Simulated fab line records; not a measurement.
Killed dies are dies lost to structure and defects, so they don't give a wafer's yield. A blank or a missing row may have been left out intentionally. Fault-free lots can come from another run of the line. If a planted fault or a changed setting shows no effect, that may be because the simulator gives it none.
Which tool did it? ; flow sky130 ; 6 lots, 18 wafers sampled, at 3 steps of a route of 708

## WHAT THE GAUGES SHOWED, per wafer
SKY_SD_N_RS_MEAS_16: a four-point-probe measurement.
lot;measured;on;SD_N_RS (ohm/sq)
L130;day 29 02:23;film_metro-04;68.66 68.57 68.67
L134;day 31 01:43;film_metro-04;68.64 68.69 68.64
L136;day 31 06:02;film_metro-04;68.56 68.76 68.42
L139;day 32 08:58;film_metro-01;68.61 68.63 68.54
L145;day 34 03:17;film_metro-04;63.78 63.86 63.71
L150;day 35 10:12;film_metro-02;68.66 68.71 68.63

## TOOL THAT RAN EACH LOT (tool first, then ch and the chambers of the sampled wafers, then the start)
lot;SKY_SD_N_IMPLANT_09;SKY_SD_N_STRIP_11
L130;implanter-01 ch 0, day 29 01:42;plasma_asher-01 ch 0,1, day 29 02:00
L134;implanter-02 ch 0, day 31 01:02;plasma_asher-04 ch 0,1, day 31 01:19
L136;implanter-01 ch 0, day 31 05:21;plasma_asher-01 ch 0,1, day 31 05:39
L139;implanter-03 ch 0, day 32 08:17;plasma_asher-01 ch 0,1, day 32 08:34
L145;implanter-03 ch 0, day 34 02:14;plasma_asher-01 ch 0,1, day 34 02:51
L150;implanter-01 ch 0, day 35 09:31;plasma_asher-04 ch 0,1, day 35 09:48
- SKY_SD_N_IMPLANT_09
- SKY_SD_N_STRIP_11: strips in O2/N2.

## THE ANSWER, worked out from the rows above alone
Rule: the lots themselves supply what counts as usual. Put in order of their means at a reading, lots are off if they are a third of the lots or fewer, leave a main group of 4 or more, and stand apart from it by a gap of 3 or more times the standard deviation of the main group's means; of several such gaps the widest counts. A main group whose means are all the same, to the digits that the tables above print for the reading, isn't used. Also off: a lot with no number at a reading for which 4 or more lots have one. All remaining lots with rows at the step are treated as sound.
Off: at SKY_SD_N_RS_MEAS_16 (SD_N_RS), L145. Main group: mean 68.63 ohm/sq, sd 0.034.
A tool fits if, at a process step before that reading, it ran every lot that is off, and no sound lot after the first of them. Gauges at SKY_SD_N_RS_MEAS_16: tried the same way as those tools. Can't be told from this: 3 tools fit, implanter-03 at SKY_SD_N_IMPLANT_09, plasma_asher-01 at SKY_SD_N_STRIP_11, film_metro-04 at SKY_SD_N_RS_MEAS_16.

## WHAT THE SIMULATOR HAD INSERTED
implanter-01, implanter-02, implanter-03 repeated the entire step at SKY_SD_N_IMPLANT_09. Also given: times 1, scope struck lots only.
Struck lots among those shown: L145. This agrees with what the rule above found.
